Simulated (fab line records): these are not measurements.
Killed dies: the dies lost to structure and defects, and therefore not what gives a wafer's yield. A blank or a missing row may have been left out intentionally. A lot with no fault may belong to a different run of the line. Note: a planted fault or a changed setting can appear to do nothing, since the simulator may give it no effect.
Chamber matching	flow sfqLine	SFQ_TRILAYER_I0_VIA_ETCH_VIA_ETCH_034 on rieDiel-02: 4 sister chambers
The step etches SiO2 in CHF3, stops on Nb, target depth 260 nm. 16 wafers are shown with their chamber, then 8 later ones without.

## WAFERS WITH THEIR CHAMBER
wafer	chamber	drypumpMotorCurrentA (A)	biasW (W)	oesProductAu (a.u.)
L813.2	1	6.0	79.98	0.855
L813.4	3	6.1	79.57	0.848
L813.5	0	5.9	80.23	0.850
L815.1	0	5.9	79.72	0.851
L815.4	0	5.9	79.84	0.856
L815.6	1	6.0	80.38	0.853
L817.1	2	4.7	79.97	0.848
L817.4	0	6.0	80.10	0.853
L817.6	1	6.0	80.32	0.855
L821.1	1	6.0	79.74	0.850
L821.2	2	4.7	80.38	0.849
L821.6	2	4.7	80.08	0.848
L824.2	2	4.7	79.72	0.857
L824.4	3	6.1	79.72	0.851
L824.6	2	4.7	79.80	0.850
L825.3	2	4.7	80.40	0.851

SIGNATURES (means of the wafers above)
reading	chamber 0	chamber 1	chamber 2	chamber 3	scatter within a chamber
drypumpMotorCurrentA	5.925	6.000	4.700	6.100	0.025
biasW	79.9725	80.1050	80.0583	79.6450	0.267
oesProductAu	0.85250	0.85325	0.85050	0.84950	0.00288
Rule: a wafer lies at a distance from a chamber equal to the root of the sum of squares, over the readings, of (its reading less the chamber's mean, divided by the reading's scatter). The wafer belongs to the nearest chamber; if the next one is less than 2 further off, it can't be placed. The scatter is the square root of a quotient: the sum, over the shown wafers, of each reading's squared deviation from its chamber's mean, divided by wafers minus chambers.

## WAFERS WHOSE CHAMBER IS MISSING
wafer	drypumpMotorCurrentA (A)	biasW (W)	oesProductAu (a.u.)
L825.5	4.7	80.59	0.857
L825.6	6.2	80.40	0.866
L827.1	6.0	80.70	0.856
L827.2	4.7	79.98	0.855
L827.5	6.2	80.19	0.858
L832.2	6.2	80.17	0.861
L832.3	6.0	79.78	0.858
L832.4	4.7	79.79	0.862

## CHAMBER TAKEN BY EACH
wafer	from the rows above	in truth
L825.5	2	2
L825.6	can't be placed: 3 or 1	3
L827.1	can't be placed: 1 or 0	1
L827.2	2	2
L827.5	3	3
L832.2	3	3
L832.3	can't be placed: 1 or 0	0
L832.4	2	2
5 of 8 placed correctly. Not placeable from these rows: 3 (in 3, the candidates include the true chamber). 0 placed wrongly.
